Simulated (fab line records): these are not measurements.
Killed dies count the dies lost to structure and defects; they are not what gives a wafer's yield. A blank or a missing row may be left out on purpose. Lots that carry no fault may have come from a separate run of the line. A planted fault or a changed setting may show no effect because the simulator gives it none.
Chamber matching | flow sfq-line | pecvd-04 running SFQ_TRILAYER_I1_DEP_PECVD_045: 3 sister chambers
The step deposits SiO2 from SiH4/N2O, time 111.11 s, target thk 500 nm. 18 wafers are shown with their chamber, then 9 later ones without.

== WAFERS, EACH WITH ITS CHAMBER ==
wafer  | chamber | throttle-valve-pct (%) | heater-power-w (W)
L986.1 | 2       | 23.8                   | 112
L986.5 | 1       | 25.1                   | 70
L986.6 | 0       | 27.1                   | 58
L987.1 | 1       | 25.1                   | 71
L987.2 | 2       | 23.6                   | 115
L987.6 | 0       | 27.4                   | 68
L988.3 | 1       | 25.2                   | 66
L988.4 | 2       | 23.7                   | 96
L988.6 | 0       | 27.3                   | 74
L989.1 | 1       | 25.3                   | 72
L989.3 | 2       | 24.1                   | 110
L989.4 | 1       | 25.1                   | 73
L993.2 | 0       | 27.4                   | 68
L993.3 | 1       | 25.6                   | 69
L993.5 | 0       | 27.7                   | 71
L995.2 | 1       | 25.0                   | 70
L995.5 | 0       | 27.3                   | 64
L995.6 | 2       | 23.9                   | 111

SIGNATURES (means of the wafers above)
reading            | chamber 0 | chamber 1 | chamber 2 | scatter within a chamber
throttle-valve-pct | 27.367    | 25.200    | 23.820    | 0.197
heater-power-w     | 67.17     | 70.14     | 108.80    | 5.21
Rule: a wafer's distance from a chamber is the root of the sum, over the readings, of the square of ((its reading less the chamber's mean) divided by the reading's scatter). If the next closest chamber is less than 2 further off than the closest, the wafer can't be placed; otherwise it belongs to the closest. The scatter: the root of (the sum of the squares of (reading less its chamber's mean) over the shown wafers, divided by (wafers less chambers)).

== WAFERS MISSING THEIR CHAMBER ==
wafer  | throttle-valve-pct (%) | heater-power-w (W)
L997.2 | 25.4                   | 63
L997.3 | 27.5                   | 63
L997.4 | 25.2                   | 67
L101.2 | 28.0                   | 72
L101.4 | 27.8                   | 73
L101.5 | 25.3                   | 68
L108.1 | 25.6                   | 64
L108.2 | 23.9                   | 116
L108.3 | 25.4                   | 64

== CHAMBER TAKEN BY EACH ==
wafer  | from the rows above | in truth
L997.2 | 1                   | 1
L997.3 | 0                   | 0
L997.4 | 1                   | 1
L101.2 | 0                   | 0
L101.4 | 0                   | 0
L101.5 | 1                   | 1
L108.1 | 1                   | 1
L108.2 | 2                   | 2
L108.3 | 1                   | 1
9 of 9 placed correctly. Number that these rows cannot place: 0. Wrongly placed: 0.
